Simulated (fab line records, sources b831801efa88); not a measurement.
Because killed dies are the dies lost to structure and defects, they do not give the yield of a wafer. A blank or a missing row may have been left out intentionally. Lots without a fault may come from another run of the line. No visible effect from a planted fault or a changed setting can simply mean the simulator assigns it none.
What tool caused it? :: flow sky130 :: Sampling: 13 lots, 39 wafers, 5 of 708 route steps

== WHAT EACH GAUGE READ, for each wafer ==
SKY_VT_ADJUST_HVTR_TW_MEAS_11. Usual: VT_ADJUST_HVTR_TW typically reads 210.4, with standard deviation 1.4.
lot: L588
measured: day 9 15:58
on: film metro-01
VT_ADJUST_HVTR_TW: 210.5 212.2 211.2
flag: 

lot: L589
measured: day 9 20:48
on: film metro-03
VT_ADJUST_HVTR_TW: 207.8 207.6 207.5
flag: 

lot: L595
measured: day 11 17:24
on: film metro-04
VT_ADJUST_HVTR_TW: 117.9 116.5 115.7
flag: OFF

lot: L596
measured: day 12 01:21
on: film metro-01
VT_ADJUST_HVTR_TW: 116.6 115.2 115.6
flag: OFF

lot: L600
measured: day 13 03:54
on: film metro-03
VT_ADJUST_HVTR_TW: 207.3 208.4 207.5
flag: 

lot: L604
measured: day 14 05:35
on: film metro-01
VT_ADJUST_HVTR_TW: 211.9 212.0 212.5
flag: 

lot: L605
measured: day 14 12:26
on: film metro-01
VT_ADJUST_HVTR_TW: 210.9 212.7 211.5
flag: 

lot: L606
measured: day 14 20:18
on: film metro-03
VT_ADJUST_HVTR_TW: 208.6 209.2 208.3
flag: 

lot: L607
measured: day 15 03:31
on: film metro-04
VT_ADJUST_HVTR_TW: 210.1 211.6 210.6
flag: 

lot: L608
measured: day 15 10:15
on: film metro-04
VT_ADJUST_HVTR_TW: 210.6 210.4 211.9
flag: 

lot: L609
measured: day 15 19:22
on: film metro-01
VT_ADJUST_HVTR_TW: 211.0 210.2 211.1
flag: 

lot: L610
measured: day 16 01:11
on: film metro-04
VT_ADJUST_HVTR_TW: 210.2 209.2 209.8
flag: 

lot: L611
measured: day 16 04:55
on: film metro-03
VT_ADJUST_HVTR_TW: 208.5 208.3 207.5
flag: 

SKY_VT_ADJUST_PCH_TW_MEAS_10. Usual: VT_ADJUST_PCH_TW typically reads 141.5, with standard deviation 0.77.
lot: L588
measured: day 10 14:52
on: film metro-03
VT_ADJUST_PCH_TW: 142.1 141.7 142.2
flag: 

lot: L589
measured: day 10 19:16
on: film metro-03
VT_ADJUST_PCH_TW: 142.2 142.6 141.2
flag: 

lot: L595
measured: day 12 18:25
on: film metro-02
VT_ADJUST_PCH_TW: 141.5 141.7 142.0
flag: 

lot: L596
measured: day 13 02:14
on: film metro-04
VT_ADJUST_PCH_TW: 141.7 142.0 142.5
flag: 

lot: L600
measured: day 14 04:28
on: film metro-03
VT_ADJUST_PCH_TW: 140.3 140.7 140.2
flag: 

lot: L604
measured: day 15 06:19
on: film metro-03
VT_ADJUST_PCH_TW: 141.2 140.3 140.7
flag: 

lot: L605
measured: day 15 13:13
on: film metro-04
VT_ADJUST_PCH_TW: 142.5 142.8 142.8
flag: 

lot: L606
measured: day 15 20:59
on: film metro-03
VT_ADJUST_PCH_TW: 141.0 140.4 140.6
flag: 

lot: L607
measured: day 16 05:25
on: film metro-03
VT_ADJUST_PCH_TW: 141.5 141.7 142.0
flag: 

lot: L608
measured: day 16 13:32
on: film metro-02
VT_ADJUST_PCH_TW: 141.3 141.7 141.3
flag: 

lot: L609
measured: day 16 23:25
on: film metro-02
VT_ADJUST_PCH_TW: 141.2 140.8 140.3
flag: 

lot: L610
measured: day 17 04:58
on: film metro-02
VT_ADJUST_PCH_TW: 141.1 141.1 141.7
flag: 

lot: L611
measured: day 17 08:49
on: film metro-02
VT_ADJUST_PCH_TW: 141.6 141.4 141.1
flag: 

SKY_SONOS_ONO_THK_MEAS_01. Usual: SONOS_ONO_OXIDATION_THK typically reads 2.63 nm, with standard deviation 0.05.
lot: L588
measured: day 11 15:52
on: film metro-01
SONOS_ONO_OXIDATION_THK (nm): 2.64 2.62 2.68
flag: 

lot: L589
measured: day 11 20:20
on: film metro-03
SONOS_ONO_OXIDATION_THK (nm): 2.76 2.70 2.65
flag: 

lot: L595
measured: day 13 21:17
on: film metro-03
SONOS_ONO_OXIDATION_THK (nm): 2.65 2.67 2.63
flag: 

lot: L596
measured: day 14 08:28
on: film metro-03
SONOS_ONO_OXIDATION_THK (nm): 2.66 2.65 2.65
flag: 

lot: L600
measured: day 15 10:44
on: film metro-02
SONOS_ONO_OXIDATION_THK (nm): 2.54 2.66 2.53
flag: 

lot: L604
measured: day 16 13:54
on: film metro-03
SONOS_ONO_OXIDATION_THK (nm): 2.61 2.68 2.65
flag: 

lot: L605
measured: day 16 19:26
on: film metro-03
SONOS_ONO_OXIDATION_THK (nm): 2.68 2.73 2.68
flag: 

lot: L606
measured: day 17 06:46
on: film metro-03
SONOS_ONO_OXIDATION_THK (nm): 2.59 2.62 2.61
flag: 

lot: L607
measured: day 17 12:10
on: film metro-03
SONOS_ONO_OXIDATION_THK (nm): 2.59 2.62 2.60
flag: 

lot: L608
measured: day 17 19:34
on: film metro-01
SONOS_ONO_OXIDATION_THK (nm): 2.58 2.58 2.53
flag: 

lot: L609
measured: day 18 06:07
on: film metro-01
SONOS_ONO_OXIDATION_THK (nm): 2.54 2.59 2.62
flag: 

lot: L610
measured: day 18 12:25
on: film metro-01
SONOS_ONO_OXIDATION_THK (nm): 2.58 2.55 2.59
flag: 

lot: L611
measured: day 18 15:49
on: film metro-03
SONOS_ONO_OXIDATION_THK (nm): 2.68 2.65 2.60
flag: 

SKY_SONOS_ONO_THK_MEAS_05. Usual: SONOS_ONO_CVD_04_THK typically reads 5.80 nm, with standard deviation 0.12.
lot: L588
measured: day 11 20:07
on: film metro-02
SONOS_ONO_CVD_04_THK (nm): 5.72 5.84 5.86
flag: 

lot: L589
measured: day 11 22:58
on: film metro-01
SONOS_ONO_CVD_04_THK (nm): 5.92 6.04 6.06
flag: 

lot: L595
measured: day 13 23:46
on: film metro-02
SONOS_ONO_CVD_04_THK (nm): 5.90 5.91 6.00
flag: 

lot: L596
measured: day 14 10:53
on: film metro-01
SONOS_ONO_CVD_04_THK (nm): 5.53 5.63 5.77
flag: 

lot: L600
measured: day 15 14:25
on: film metro-02
SONOS_ONO_CVD_04_THK (nm): 5.93 5.83 5.86
flag: 

lot: L604
measured: day 16 16:46
on: film metro-03
SONOS_ONO_CVD_04_THK (nm): 5.83 5.69 5.73
flag: 

lot: L605
measured: day 16 22:05
on: film metro-02
SONOS_ONO_CVD_04_THK (nm): 5.82 5.81 5.81
flag: 

lot: L606
measured: day 17 09:27
on: film metro-03
SONOS_ONO_CVD_04_THK (nm): 5.84 5.82 5.76
flag: 

lot: L607
measured: day 17 14:50
on: film metro-02
SONOS_ONO_CVD_04_THK (nm): 5.92 6.02 5.96
flag: 

lot: L608
measured: day 17 22:26
on: film metro-01
SONOS_ONO_CVD_04_THK (nm): 5.61 5.67 5.63
flag: 

lot: L609
measured: day 18 11:32
on: film metro-01
SONOS_ONO_CVD_04_THK (nm): 5.67 5.77 5.80
flag: 

lot: L610
measured: day 18 14:50
on: film metro-02
SONOS_ONO_CVD_04_THK (nm): 5.76 5.66 5.75
flag: 

lot: L611
measured: day 18 18:14
on: film metro-02
SONOS_ONO_CVD_04_THK (nm): 5.90 5.75 5.91
flag: 

== EACH LOT AND THE TOOL THAT RAN IT (in order: tool; ch and the chambers of the sampled wafers; start) ==
lot: L588
SKY_VT_ADJUST_HVTR_IMPLANT_09: implanter-01 ch 0, day 9 15:43

lot: L589
SKY_VT_ADJUST_HVTR_IMPLANT_09: implanter-04 ch 0, day 9 20:34

lot: L595
SKY_VT_ADJUST_HVTR_IMPLANT_09: implanter-02 ch 0, day 11 17:10

lot: L596
SKY_VT_ADJUST_HVTR_IMPLANT_09: implanter-02 ch 0, day 12 01:07

lot: L600
SKY_VT_ADJUST_HVTR_IMPLANT_09: implanter-04 ch 0, day 13 03:40

lot: L604
SKY_VT_ADJUST_HVTR_IMPLANT_09: implanter-01 ch 0, day 14 05:20

lot: L605
SKY_VT_ADJUST_HVTR_IMPLANT_09: implanter-01 ch 0, day 14 12:11

lot: L606
SKY_VT_ADJUST_HVTR_IMPLANT_09: implanter-02 ch 0, day 14 20:04

lot: L607
SKY_VT_ADJUST_HVTR_IMPLANT_09: implanter-02 ch 0, day 15 03:16

lot: L608
SKY_VT_ADJUST_HVTR_IMPLANT_09: implanter-02 ch 0, day 15 10:01

lot: L609
SKY_VT_ADJUST_HVTR_IMPLANT_09: implanter-02 ch 0, day 15 19:05

lot: L610
SKY_VT_ADJUST_HVTR_IMPLANT_09: implanter-02 ch 0, day 16 00:56

lot: L611
SKY_VT_ADJUST_HVTR_IMPLANT_09: implanter-04 ch 0, day 16 04:40
- SKY_VT_ADJUST_HVTR_IMPLANT_09

== WHAT THE TOOLS THEMSELVES READ (means of the sampled wafers that have a number; where no wafer has one, the mark that the record gives instead) ==
SKY_VT_ADJUST_HVTR_IMPLANT_09. Usual: dose ions cm2 2.0999e+12, standard deviation 2.1e+09; faraday current uA 11.85, standard deviation 0.24.
lot: L588
tool: implanter-01
dose ions cm2: 2.0971e+12
faraday current uA: 11.72
flag: 

lot: L589
tool: implanter-04
dose ions cm2: 2.0997e+12
faraday current uA: 11.71
flag: 

lot: L595
tool: implanter-02
dose ions cm2: 2.0913e+11
faraday current uA: 1.18
flag: OFF

lot: L596
tool: implanter-02
dose ions cm2: 2.1073e+11
faraday current uA: 1.19
flag: OFF

lot: L600
tool: implanter-04
dose ions cm2: 2.1001e+12
faraday current uA: 11.84
flag: 

lot: L604
tool: implanter-01
dose ions cm2: 2.1010e+12
faraday current uA: 11.87
flag: 

lot: L605
tool: implanter-01
dose ions cm2: 2.1003e+12
faraday current uA: 11.78
flag: 

lot: L606
tool: implanter-02
dose ions cm2: 2.1002e+12
faraday current uA: 11.95
flag: 

lot: L607
tool: implanter-02
dose ions cm2: 2.1002e+12
faraday current uA: 11.82
flag: 

lot: L608
tool: implanter-02
dose ions cm2: 2.1028e+12
faraday current uA: 11.95
flag: 

lot: L609
tool: implanter-02
dose ions cm2: 2.1015e+12
faraday current uA: 11.77
flag: 

lot: L610
tool: implanter-02
dose ions cm2: 2.1011e+12
faraday current uA: 11.83
flag: 

lot: L611
tool: implanter-04
dose ions cm2: 2.0983e+12
faraday current uA: 11.86
flag: 

== THE ANSWER, worked out from the rows above alone ==
Rule: lot off if the mean of its wafers having a number is beyond 3 standard deviations from the usual mean. Also off: a lot with no number at a reading for which 4 or more lots have one. All remaining lots with rows at the step are treated as sound. The gauges are gone through in route order, then the tools' own readings, and for those a lot's mean is taken as printed above. At the first step where some lot is off, the reading lying furthest off is the one used; lots without a number count as furthest.
Off: at SKY_VT_ADJUST_HVTR_TW_MEAS_11 (VT_ADJUST_HVTR_TW), L595, L596.
If a tool, at a process step before that reading, ran all the lots that are off and no sound lot after the first of them, it fits. Not tried: the gauges at SKY_VT_ADJUST_HVTR_TW_MEAS_11; whatever is off there is also off at SKY_VT_ADJUST_HVTR_IMPLANT_09, on other tools, and gauge error can't account for it. Of those tried, none fits.

== WHAT HAD BEEN PUT IN BY THE SIMULATOR ==
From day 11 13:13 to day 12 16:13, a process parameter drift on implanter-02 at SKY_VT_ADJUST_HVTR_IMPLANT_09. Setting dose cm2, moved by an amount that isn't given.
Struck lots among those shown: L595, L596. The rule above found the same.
